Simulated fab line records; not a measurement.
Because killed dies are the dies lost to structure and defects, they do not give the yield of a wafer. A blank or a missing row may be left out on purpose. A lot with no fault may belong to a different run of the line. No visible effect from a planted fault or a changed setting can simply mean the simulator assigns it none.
Struck lot and sound lot, side by side :: flow sfq-line :: 14 out of 325 route steps
Sound: wafers L845.4, L845.5, L845.6. Struck: wafers L858.1, L858.4, L858.5. Last of all comes the cause.
At each step with rows: each side's tool, then ch and its chambers, then its first start. Under that, the readings that differ: sound wafers :: struck wafers :: difference of the means :: sigmas: that difference in standard deviations of wafers without a fault.
alike: readings with means less than 2 such deviations apart, plus words and numbers identical on both sides. not compared: withheld readings, readings lacking a value on some wafer, bounds such as >300 that could conceal the same value, and numbers that have no deviation in the record and whose values overlap.
A row with sigmas, a row that says differs or no value, or rows on one side alone: a step with any of these is where the two part. Non-overlapping numbers with no deviation appear without sigmas and do not part them. A reading that every wafer of one side lacks parts them only if that side has two wafers or more.

SFQ_M5_OVL_MEAS_932:
  sound: overlay-01 at day 57 22:19; struck: overlay-01 at day 65 17:36
  alike: M5_OVL
SFQ_TRILAYER_M5_BARC_OPEN_METAL_ETCH_161: etches BARC in O2, target depth 125 nm, time 41.7 s.
  sound on rie-metal-04 ch 0,1, day 57 22:22; struck on rie-metal-03 ch 0,1, day 65 17:38
  alike: chamber-pressure-mTorr, drypump-motor-current-A, oes-product-au
  not compared: rf-hours-counter-h
then, 3 steps without rows for these wafers: SFQ_TRILAYER_M5_ETCH_METAL_ETCH_126 (etches Nb in Cl2/BCl3, stops on SiO2, time 203.2 s, target depth 265 nm); SFQ_TRILAYER_M5_STRIP_STRIP_127 (strips in O2); SFQ_TRILAYER_M5_STRIP_SOLV_CLEAN_128 (cleans in NMP, time 600 s).
SFQ_TRILAYER_A5B_DEP_PECVD_129: deposits SiO2 from SiH4/N2O, time 133.33 s, target thk 600 nm.
  sound on pecvd-01 ch 0,1,2, day 57 23:25; struck on pecvd-02 ch 0,2, day 65 18:40
  alike: heater-power-outer-w, heater-power-w, susceptor-temp-C, throttle-valve-pct
SFQ_TRILAYER_A5B_CMP_CMP_130: polishes, stops on Nb, target thk 340.7 nm.
  sound on cmp-02 ch 0,1,2, day 58 00:28; struck on cmp-01 ch 0,1,3, day 65 20:47
  alike: motor-current-A, platen-rpm
SFQ_TRILAYER_A5B_METRO_MEASURE_131:
  sound: film-metro-04 at day 58 03:04; struck: film-metro-02 at day 65 22:47
  alike: thk-nm
SFQ_TRILAYER_R5_DEP_SPUTTER_132: material Ti, target thk 5 nm, time 5 s.
  sound: pvd-sputter-06 at day 58 03:40; struck: pvd-sputter-06 at day 65 23:59
  alike: throttle-valve-pct
then, 2 steps without rows for these wafers: SFQ_TRILAYER_R5_DEP_SPUTTER_133 (material MoNx, target thk 40 nm, time 66.7 s); SFQ_TRILAYER_R5_DEP_SPUTTER_134 (material Ti, target thk 5 nm, time 5 s).
SFQ_R5_RS_MEAS_933: a four-point-probe measurement.
  sound: film-metro-02 at day 58 03:49; struck: film-metro-03 at day 66 00:05
  alike: R5_MONX_RS
SFQ_R5_THK_MEAS_934: measures by xrf.
  sound: film-metro-02 at day 58 03:54; struck: film-metro-03 at day 66 00:12
reading: R5_MONX_THK (nm)
sound: 40.5 40.7 41.0
struck: 43.6 43.5 43.9
difference: +2.9
sigmas: +7
then, 1 step without rows for these wafers: SFQ_TRILAYER_R5_LITHO_COAT_141 (resist thk 62 nm).

WHERE THEY PART
At SFQ_R5_THK_MEAS_934 and nowhere else, as far as this record goes.

WHY: the cause the simulator had injected
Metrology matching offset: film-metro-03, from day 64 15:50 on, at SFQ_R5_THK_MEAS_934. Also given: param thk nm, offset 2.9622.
